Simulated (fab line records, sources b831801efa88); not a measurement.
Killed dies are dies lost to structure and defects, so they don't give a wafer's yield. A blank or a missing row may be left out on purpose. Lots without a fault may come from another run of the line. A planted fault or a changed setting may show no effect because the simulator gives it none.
A struck lot beside a sound one | flow sky130 | 15 steps out of a route of 708
Sound: wafers L992.2, L992.5, L992.6. Struck: wafers L999.2, L999.4, L999.5. The cause comes at the end.
At each step with rows: each side's tool, then ch and its chambers, then its first start. Under that, the readings that differ: sound wafers | struck wafers | difference of the means | sigmas: that difference in standard deviations of wafers without a fault.
alike: readings whose means differ by less than 2 such deviations, and words and numbers that are the same on both sides. not compared: withheld readings, readings that some wafer has no value for, bounds like >300 that may hide the same value, and numbers for which the record gives no deviation and whose values overlap.
The two part at a step that has a row with sigmas, a row that says differs or no value, or rows on one side only. Numbers that don't overlap but have no deviation are shown without sigmas and don't part them. A reading that every wafer of one side lacks parts them only if that side has two wafers or more.

first, 2 steps without rows for these wafers: SKY_LDD_HVN_PEB_05; SKY_LDD_HVN_DEVELOP_06 (develop time 60 s).
SKY_LDD_HVN_OVL_MEAS_07:
  sound on overlay-02, day 18 08:04; struck on overlay-01, day 20 14:35
  alike: LDD_HVN_OVL
then, 1 step without rows for these wafers: SKY_LDD_HVN_IMPLANT_08.
SKY_LDD_HVN_STRIP_09: strips in O2/N2.
  sound on plasma_asher-01 ch 0,1, day 18 08:14; struck on plasma_asher-04 ch 0,1, day 20 14:46
  alike: drypump_motor_current_A, oes_product_au, strip_time_to_endpoint_s
  not compared: rf_hours_counter_h
SKY_LDD_HVN_TW_MEAS_10:
  sound on film_metro-01, day 18 08:21; struck on film_metro-04, day 20 14:53
  alike: LDD_HVN_TW
then, 6 steps without rows for these wafers: SKY_LDD_HVP_DEHYDRATE_00 (time 60 s); SKY_LDD_HVP_HMDS_01 (prime time 60 s); SKY_LDD_HVP_COAT_02 (resist thk 300 nm); SKY_LDD_HVP_SOFTBAKE_03 (time 60 s); SKY_LDD_HVP_EXPOSE_04 (exposes mask HVPTM, target cd 700 nm); SKY_LDD_HVP_PEB_05.
SKY_LDD_HVP_DEVELOP_06: develop time 60 s.
  sound on litho_track-03 ch 0, day 19 14:40; struck on litho_track-04 ch 0, day 21 20:17
  reading              | sound             | struck            | difference | sigmas
  developer_temp_C (C) | 23.00 22.90 23.02 | 23.90 23.83 23.93 | +0.91      | +8
SKY_LDD_HVP_OVL_MEAS_07:
  sound on overlay-01, day 19 14:47; struck on overlay-02, day 21 20:25
  alike: LDD_HVP_OVL
-- the record jumps here: 24 days lie between the struck wafers' starts before and after (it left off in module LDD_HVP and takes up again in module PAD_OPEN, whose first step shown is number 708 of the route) --
SKY_PAD_OPEN_PROBE_99:
  sound on prober-02, day 44 10:58; struck on prober-02, day 45 22:52
  alike: killed_at_M0_to_M3, killed_at_M4_up, killed_at_contacts, killed_at_front_end, killed_at_other, killed_dies, killed_open, killed_short

WHERE THEY PART
Only at SKY_LDD_HVP_DEVELOP_06, within this record. Later steps at which nothing parts them and some readings are alike: SKY_LDD_HVP_OVL_MEAS_07, SKY_PAD_OPEN_PROBE_99.

WHY: what the simulator had put in
Process parameter drift: litho_track-04, from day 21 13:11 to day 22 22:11, at SKY_LDD_HVP_DEVELOP_06. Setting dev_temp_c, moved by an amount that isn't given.
